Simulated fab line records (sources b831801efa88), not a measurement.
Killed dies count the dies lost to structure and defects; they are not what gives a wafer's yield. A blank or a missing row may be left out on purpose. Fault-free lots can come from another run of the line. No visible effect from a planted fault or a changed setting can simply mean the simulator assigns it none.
Tool commonality check :: flow gf180mcu :: 12 lots, 36 wafers sampled

## REASON IT WAS OPENED
2 of 12 lots carry a flag on the reading NSD_RS at GF_PSD_RS_MEAS_14. No-fault wafers: 46.08 ohm/sq, standard deviation 0.076.
Rule: flag the lot when none of its wafers has a number, or when each of its wafers that has one lies beyond 4 standard deviations from that mean. As for the other lots, they are considered sound.

lot: L995
measured: day 14 04:19
on: film-metro-03
NSD_RS (ohm/sq), wafer by wafer: 46.05 46.10 46.05
flag: 

lot: L997
measured: day 15 04:20
on: film-metro-02
NSD_RS (ohm/sq), wafer by wafer: 46.05 46.10 46.17
flag: 

lot: L998
measured: day 15 11:20
on: film-metro-02
NSD_RS (ohm/sq), wafer by wafer: 46.07 46.00 45.99
flag: 

lot: L999
measured: day 15 17:45
on: film-metro-03
NSD_RS (ohm/sq), wafer by wafer: 46.07 46.04 46.11
flag: 

lot: L101
measured: day 16 13:18
on: film-metro-03
NSD_RS (ohm/sq), wafer by wafer: 46.18 46.08 46.21
flag: 

lot: L104
measured: day 17 13:13
on: film-metro-02
NSD_RS (ohm/sq), wafer by wafer: 44.47 44.64 44.52
flag: FLAGGED

lot: L106
measured: day 18 11:47
on: film-metro-01
NSD_RS (ohm/sq), wafer by wafer: 44.52 44.56 44.57
flag: FLAGGED

lot: L111
measured: day 20 11:58
on: film-metro-02
NSD_RS (ohm/sq), wafer by wafer: 45.87 46.02 45.96
flag: 

lot: L112
measured: day 20 18:29
on: film-metro-02
NSD_RS (ohm/sq), wafer by wafer: 45.97 46.07 46.09
flag: 

lot: L113
measured: day 21 06:31
on: film-metro-03
NSD_RS (ohm/sq), wafer by wafer: 46.10 46.14 46.15
flag: 

lot: L114
measured: day 21 13:39
on: film-metro-02
NSD_RS (ohm/sq), wafer by wafer: 46.16 46.03 46.12
flag: 

lot: L117
measured: day 22 12:13
on: film-metro-03
NSD_RS (ohm/sq), wafer by wafer: 46.05 46.11 46.00
flag: 
The numbers of the flagged lots are 44.55 ohm/sq on average: -1.53 ohm/sq against the usual, or -20 standard deviations.

## TOOL THAT RAN EACH LOT
The record holds 2 process steps before the reading, out of a route of 602 steps. Every cell lists first the tool, next ch and the chambers used by the sampled wafers, and last the start.
lot: L995
flag: 
GF_NSD_IMPLANT_09: implanter-04 ch 0, day 13 06:43
GF_NSD_STRIP_11: plasma-asher-01 ch 0,1, day 13 06:59

lot: L997
flag: 
GF_NSD_IMPLANT_09: implanter-04 ch 0, day 14 07:03
GF_NSD_STRIP_11: plasma-asher-01 ch 0,1, day 14 07:21

lot: L998
flag: 
GF_NSD_IMPLANT_09: implanter-03 ch 0, day 14 13:14
GF_NSD_STRIP_11: plasma-asher-02 ch 0,1, day 14 13:32

lot: L999
flag: 
GF_NSD_IMPLANT_09: implanter-04 ch 0, day 14 19:14
GF_NSD_STRIP_11: plasma-asher-03 ch 0,1, day 14 19:32

lot: L101
flag: 
GF_NSD_IMPLANT_09: implanter-03 ch 0, day 15 14:44
GF_NSD_STRIP_11: plasma-asher-02 ch 0,1, day 15 15:02

lot: L104
flag: FLAGGED
GF_NSD_IMPLANT_09: implanter-03 ch 0, day 16 14:05
GF_NSD_STRIP_11: plasma-asher-03 ch 0, day 16 14:21

lot: L106
flag: FLAGGED
GF_NSD_IMPLANT_09: implanter-03 ch 0, day 17 11:33
GF_NSD_STRIP_11: plasma-asher-03 ch 0,1, day 17 11:50

lot: L111
flag: 
GF_NSD_IMPLANT_09: implanter-02 ch 0, day 19 11:02
GF_NSD_STRIP_11: plasma-asher-03 ch 0,1, day 19 11:19

lot: L112
flag: 
GF_NSD_IMPLANT_09: implanter-04 ch 0, day 19 17:33
GF_NSD_STRIP_11: plasma-asher-01 ch 0,1, day 19 17:51

lot: L113
flag: 
GF_NSD_IMPLANT_09: implanter-03 ch 0, day 20 05:30
GF_NSD_STRIP_11: plasma-asher-01 ch 0,1, day 20 05:47

lot: L114
flag: 
GF_NSD_IMPLANT_09: implanter-04 ch 0, day 20 12:59
GF_NSD_STRIP_11: plasma-asher-01 ch 0,1, day 20 13:14

lot: L117
flag: 
GF_NSD_IMPLANT_09: implanter-02 ch 0, day 21 12:03
GF_NSD_STRIP_11: plasma-asher-01 ch 0,1, day 21 12:20
What the steps here do:
- GF_NSD_IMPLANT_09
- GF_NSD_STRIP_11: strips in O2/N2.
- GF_PSD_RS_MEAS_14: measures by four-point-probe.

## FLAGGED AGAINST TOTAL, ONE TOOL AT A TIME (gauges that did the reading follow at the end)
step: GF_NSD_IMPLANT_09
tool: implanter-02
lots run: 2
flagged: 0
share of the flagged lots: none
sound lots run after its first flagged lot: -

step: GF_NSD_IMPLANT_09
tool: implanter-03
lots run: 5
flagged: 2
share of the flagged lots: all
sound lots run after its first flagged lot: 1 (L113)

step: GF_NSD_IMPLANT_09
tool: implanter-04
lots run: 5
flagged: 0
share of the flagged lots: none
sound lots run after its first flagged lot: -

step: GF_NSD_STRIP_11
tool: plasma-asher-01
lots run: 6
flagged: 0
share of the flagged lots: none
sound lots run after its first flagged lot: -

step: GF_NSD_STRIP_11
tool: plasma-asher-02
lots run: 2
flagged: 0
share of the flagged lots: none
sound lots run after its first flagged lot: -

step: GF_NSD_STRIP_11
tool: plasma-asher-03
lots run: 4
flagged: 2
share of the flagged lots: all
sound lots run after its first flagged lot: 1 (L111)

step: GF_PSD_RS_MEAS_14
tool: film-metro-01
lots run: 1
flagged: 1
share of the flagged lots: some
sound lots run after its first flagged lot: 0

step: GF_PSD_RS_MEAS_14
tool: film-metro-02
lots run: 6
flagged: 1
share of the flagged lots: some
sound lots run after its first flagged lot: 3 (L111,L112,L114)

step: GF_PSD_RS_MEAS_14
tool: film-metro-03
lots run: 5
flagged: 0
share of the flagged lots: none
sound lots run after its first flagged lot: -

## WHAT THE TABLE PERMITS
2 rows of the table ran every flagged lot: implanter-03 at GF_NSD_IMPLANT_09, plasma-asher-03 at GF_NSD_STRIP_11.
- implanter-03 at GF_NSD_IMPLANT_09 ran 5 lots, 2 of them flagged. Sound lots ran on it after the first flagged one (L113), which a lasting fault on the whole tool wouldn't allow. Its own readings lie more than 4 standard deviations out on every wafer of the flagged lots: beam-on-s, dose-ions-cm2.
- plasma-asher-03 at GF_NSD_STRIP_11 ran 4 lots, 2 of them flagged. Sound lots ran on it after the first flagged one (L111), which a lasting fault on the whole tool wouldn't allow. Its own readings lie more than 4 standard deviations out on every wafer of the flagged lots: strip-time-to-endpoint-s.
Not one row of the table ran every flagged lot while running no sound lot after the first.

## WHAT WAS PUT IN BY THE SIMULATOR
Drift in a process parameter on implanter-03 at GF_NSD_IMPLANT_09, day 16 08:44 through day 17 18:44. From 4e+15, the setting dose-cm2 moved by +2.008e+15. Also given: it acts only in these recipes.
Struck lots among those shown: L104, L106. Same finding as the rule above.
